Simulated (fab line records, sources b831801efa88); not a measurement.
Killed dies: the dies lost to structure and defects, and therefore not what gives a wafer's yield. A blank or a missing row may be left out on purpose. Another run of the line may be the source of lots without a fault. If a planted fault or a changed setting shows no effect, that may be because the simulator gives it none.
Matching of chambers || flow sky130 || SKY_LI_CONTACT_HDPCVD_00 on hdpcvd-02: 3 sister chambers
The step deposits PSG, target thk 930 nm, time 155 s. 3 wafers are shown with their chamber, then 8 later ones without.

== EACH WAFER AND ITS CHAMBER ==
{"wafer": "L620.6", "chamber": 1, "runLengthS (s)": 183.0}
{"wafer": "L629.3", "chamber": 0, "runLengthS (s)": 183.2}
{"wafer": "L631.1", "chamber": 2, "runLengthS (s)": 183.1}

== WAFERS WITH NO CHAMBER GIVEN ==
{"wafer": "L631.3", "runLengthS (s)": 182.9}
{"wafer": "L631.5", "runLengthS (s)": 183.2}
{"wafer": "L630.3", "runLengthS (s)": 183.7}
{"wafer": "L630.4", "runLengthS (s)": 183.1}
{"wafer": "L630.5", "runLengthS (s)": 183.2}
{"wafer": "L633.3", "runLengthS (s)": 183.3}
{"wafer": "L633.4", "runLengthS (s)": 183.0}
{"wafer": "L633.5", "runLengthS (s)": 183.2}

== CHAMBER TAKEN BY EACH ==
{"wafer": "L631.3", "from the rows above": "can't be placed: 1 or 2 or 0", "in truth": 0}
{"wafer": "L631.5", "from the rows above": "can't be placed: 0 or 2 or 1", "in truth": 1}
{"wafer": "L630.3", "from the rows above": "can't be placed: 0 or 2 or 1", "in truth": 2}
{"wafer": "L630.4", "from the rows above": "can't be placed: 2 or 0 or 1", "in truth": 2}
{"wafer": "L630.5", "from the rows above": "can't be placed: 0 or 2 or 1", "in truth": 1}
{"wafer": "L633.3", "from the rows above": "can't be placed: 0 or 2 or 1", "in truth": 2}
{"wafer": "L633.4", "from the rows above": "can't be placed: 1 or 2 or 0", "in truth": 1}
{"wafer": "L633.5", "from the rows above": "can't be placed: 0 or 2 or 1", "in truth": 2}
0 of 8 placed correctly. Cannot be placed on the basis of these rows: 8; the candidates contain the true chamber in 8. Number placed wrongly: 0.
How it was worked out, from the rows above alone: a wafer's distance from a chamber is the root of the sum, over the readings, of the square of ((its reading less the chamber's mean) divided by the reading's scatter). If the next closest chamber is less than 2 further off than the closest, the wafer can't be placed; otherwise it belongs to the closest. The mean given for a chamber averages the wafers shown for that chamber. The scatter (one wafer shown for each chamber): square how far every hidden wafer sits from the nearest shown wafer, average those squares and take the square root.
